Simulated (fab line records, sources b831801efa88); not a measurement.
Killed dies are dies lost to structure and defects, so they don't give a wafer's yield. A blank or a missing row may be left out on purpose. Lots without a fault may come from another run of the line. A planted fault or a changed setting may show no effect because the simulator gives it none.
Which tool did it? | flow gf180mcu | 7 lots, 21 wafers sampled, at 3 steps of a route of 602

WHAT THE GAUGES READ, wafer by wafer
GF_DNWELL_TW_MEAS_09.
lot  | measured    | on            | DNWELL_TW
L426 | day 3 00:49 | film_metro-01 | 1359 1360 1350
L429 | day 3 16:02 | film_metro-02 | 1355 1348 1349
L433 | day 4 16:01 | film_metro-01 | 1357 1359 1364
L435 | day 5 01:13 | film_metro-01 | 1358 1354 1360
L437 | day 5 10:16 | film_metro-04 | 1336 1341 1337
L440 | day 6 03:21 | film_metro-01 | 2550 2551 2535 2534 2549 2552
L442 | day 6 14:34 | film_metro-02 | 2542 2522 2516 2545 2529 2534

WHICH TOOL RAN EACH LOT (tool, then ch and the chambers of the sampled wafers, then the start)
lot  | GF_STI_ETCH_14                  | GF_DNWELL_IMPLANT_07
L426 | rie_si-02 ch 1,2,3, day 2 08:08 | implanter-04 ch 0, day 3 00:34
L429 | rie_si-01 ch 2,3, day 2 22:10   | implanter-01 ch 0, day 3 15:48
L433 | rie_si-01 ch 2,3, day 3 18:49   | implanter-04 ch 0, day 4 15:46
L435 | rie_si-02 ch 1,2,3, day 4 05:59 | implanter-04 ch 0, day 5 00:59
L437 | rie_si-01 ch 0,1,3, day 4 15:05 | implanter-03 ch 0, day 5 10:01
L440 | rie_si-02 ch 0,2,3, day 5 07:07 | implanter-03 ch 0, day 6 03:07
L442 | rie_si-02 ch 1,2, day 5 16:53   | implanter-03 ch 0, day 6 14:20
- GF_STI_ETCH_14: etches Si in HBr/Cl2/O2, target depth 360 nm, time 102.9 s.
- GF_DNWELL_IMPLANT_07

THE ANSWER, worked out from the rows above alone
Rule: what is usual is taken from the lots themselves. Put in order of their means at a reading, lots are off if they are a third of the lots or fewer, leave a main group of 4 or more, and stand apart from it by a gap of 3 or more times the standard deviation of the main group's means; of several such gaps the widest counts. A main group whose means are all the same, to the digits that the tables above print for the reading, isn't used. A lot without any number at a reading at which 4 lots or more have one is off too. The other lots that the step has rows for count as sound.
Off: L440, L442, at GF_DNWELL_TW_MEAS_09 (DNWELL_TW). The main group: mean 1352, standard deviation 7.8.
A tool fits if, at a process step before that reading, it ran every lot that is off, and no sound lot after the first of them. The gauges at GF_DNWELL_TW_MEAS_09 are tried like those tools. Can't be told from this: 2 tools fit, rie_si-02 at GF_STI_ETCH_14, implanter-03 at GF_DNWELL_IMPLANT_07.

WHAT THE SIMULATOR HAD PUT IN
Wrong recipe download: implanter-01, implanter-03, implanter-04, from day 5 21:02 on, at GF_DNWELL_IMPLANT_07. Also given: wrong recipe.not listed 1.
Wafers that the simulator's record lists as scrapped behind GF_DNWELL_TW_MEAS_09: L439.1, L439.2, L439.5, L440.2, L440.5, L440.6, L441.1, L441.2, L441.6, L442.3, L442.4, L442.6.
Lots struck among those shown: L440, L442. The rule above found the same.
